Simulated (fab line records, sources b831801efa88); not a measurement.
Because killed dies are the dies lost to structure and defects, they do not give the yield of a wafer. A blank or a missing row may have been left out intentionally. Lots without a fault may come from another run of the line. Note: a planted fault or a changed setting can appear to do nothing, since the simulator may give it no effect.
Chamber matching -- flow gf180mcu -- cmp-01 running GF_V5_CMP_26: 4 sister chambers
The step polishes, stops on SiO2, t overpolish 15 s, target thk 0 nm. 16 wafers are shown with their chamber, then 8 later ones without.

== WAFERS WITH THEIR CHAMBER ==
wafer,chamber,motor current A (A),time to endpoint s (s),slurry filter dp kPa (kPa)
L454.2,0,11.1,83,13.38
L454.4,2,10.6,79,13.56
L454.5,0,11.0,84,13.43
L456.3,2,10.7,74,13.69
L456.5,2,10.6,76,13.55
L456.6,3,10.7,83,13.49
L457.3,1,9.3,83,13.67
L457.5,3,11.5,78,13.59
L457.6,2,11.1,79,13.52
L458.1,2,11.3,79,13.52
L458.3,0,11.1,87,13.58
L458.6,1,9.6,85,13.46
L461.3,3,10.7,80,13.53
L461.4,0,11.2,86,13.46
L461.5,0,11.9,91,13.33
L463.1,1,9.4,90,13.64

SIGNATURES (averages over the wafers above)
reading,chamber 0,chamber 1,chamber 2,chamber 3,scatter within a chamber
motor current A,11.260,9.433,10.860,10.967,0.344
time to endpoint s,86.20,86.00,77.40,80.33,2.87
slurry filter dp kPa,13.4360,13.5900,13.5680,13.5367,0.0849
Rule: distance of a wafer from a chamber = root of the sum over the readings of ((wafer's reading minus chamber's mean) / reading's scatter) squared. The wafer belongs to the nearest chamber; if the next one is less than 2 further off, it can't be placed. The scatter: take each reading less its chamber's mean, square it, sum over the shown wafers, divide by the number of wafers less the number of chambers, and take the root.

== WAFERS MISSING THEIR CHAMBER ==
wafer,motor current A (A),time to endpoint s (s),slurry filter dp kPa (kPa)
L463.4,11.2,86,13.51
L463.6,9.2,86,13.47
L466.1,10.5,82,13.60
L466.2,12.1,91,13.34
L466.3,11.1,79,13.63
L475.1,9.4,84,13.44
L475.3,11.1,88,13.79
L475.4,10.8,76,13.61

== CHAMBER TAKEN BY EACH ==
wafer,from the rows above,in truth
L463.4,can't be placed: 0 or 3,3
L463.6,1,1
L466.1,can't be placed: 3 or 2 or 0 or 1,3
L466.2,0,0
L466.3,can't be placed: 2 or 3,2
L475.1,1,1
L475.3,can't be placed: 3 or 0 or 2 or 1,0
L475.4,can't be placed: 2 or 3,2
Correct placement for 3 of the 8. From these rows, 5 cannot be placed; in 5 the true chamber is one of the candidates. 0 placed wrongly.
